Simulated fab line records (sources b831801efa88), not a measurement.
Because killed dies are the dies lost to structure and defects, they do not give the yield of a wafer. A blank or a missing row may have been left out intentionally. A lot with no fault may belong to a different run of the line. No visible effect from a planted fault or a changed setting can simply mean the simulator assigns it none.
Problem report, 8D (eight disciplines) form, completed by code	flow gf180mcu	the parts of the form that need people (team, actions taken, sign-off) are left out

1. THE PROBLEM
runLengthS at GF_STI_ETCH_14 reads a mean of 135.4 s on 3 wafers of 2 lots; wafers without a fault read 131.0 s with a standard deviation of 0.31. That puts it +14 standard deviations away from the usual mean.
The step: etches Si in HBr/Cl2/O2, target depth 360 nm, time 102.9 s.
First seen on wafer L504.4, day 2 17:29, on rieSi-02. Wafers with a number at this step in the record: 17, from 6 lots. Rule for "out" (also "out of limits"): further than 4 standard deviations from the usual mean. The other wafers with a number count as sound.

2. WHAT IT IS AND WHAT IT IS NOT
question	is	is not
which readings at this step	runLengthS	biasW, drypumpMotorCurrentA, mfcCl2Sccm, oesProductAu, throttleValvePct
which lots	L504, L508	L502, L521, L522, L524
which wafers of those lots	L504.4, L508.1, L508.4	L504.2, L504.3
read on which tools	rieSi-02	rieSi-01
when	from day 2 17:29	up to then (5 sound wafers); but 9 sound wafers of L521, L522, L524 came after

3. THE SUSPECTS, EACH WITH WHAT RULES IT OUT
Counting: a tool at a process step up to the reading stays a suspect if it ran every lot that is out. Sound lots after the first of them don't rule it out here, since some wafers of a struck lot are sound.
- rieSi-02 at GF_STI_ETCH_14 (etches Si in HBr/Cl2/O2, target depth 360 nm, time 102.9 s): kept. It ran every lot that is out, first L504 (day 2 17:29); its last sound lot up to then is L502 (day 2 07:28). Out on those wafers are its own readings of runLengthS.
The count leaves rieSi-02 at GF_STI_ETCH_14.

4. THE CAUSE (what the simulator had put in)
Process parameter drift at GF_STI_ETCH_14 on rieSi-02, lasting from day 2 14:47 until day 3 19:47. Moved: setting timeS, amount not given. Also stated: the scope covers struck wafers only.
This tool alone remained once counting was done.

5. THE EFFECT CHAIN, in route order
Each row: a reading where the mean over the struck wafers with a number is more than 3 standard deviations away from the usual. Readings are gone through only where the record gives a usual standard deviation; hours: the median, over the lots, of the time from a lot's start at the first step in this table giving one to that lot's start at this step; sigmas: the change measured in usual standard deviations.
hours	step	reading	usual	on struck wafers	change	sigmas
0	GF_STI_ETCH_14	runLengthS	131.0 s	135.4	+4.4	+14
The process steps in it:
- GF_STI_ETCH_14: etches Si in HBr/Cl2/O2, target depth 360 nm, time 102.9 s.

6. HOW IT WOULD HAVE BEEN CAUGHT EARLIER
In this record no reading fell out of limits until day 2 17:29, 3 hours after the fault had begun at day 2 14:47.
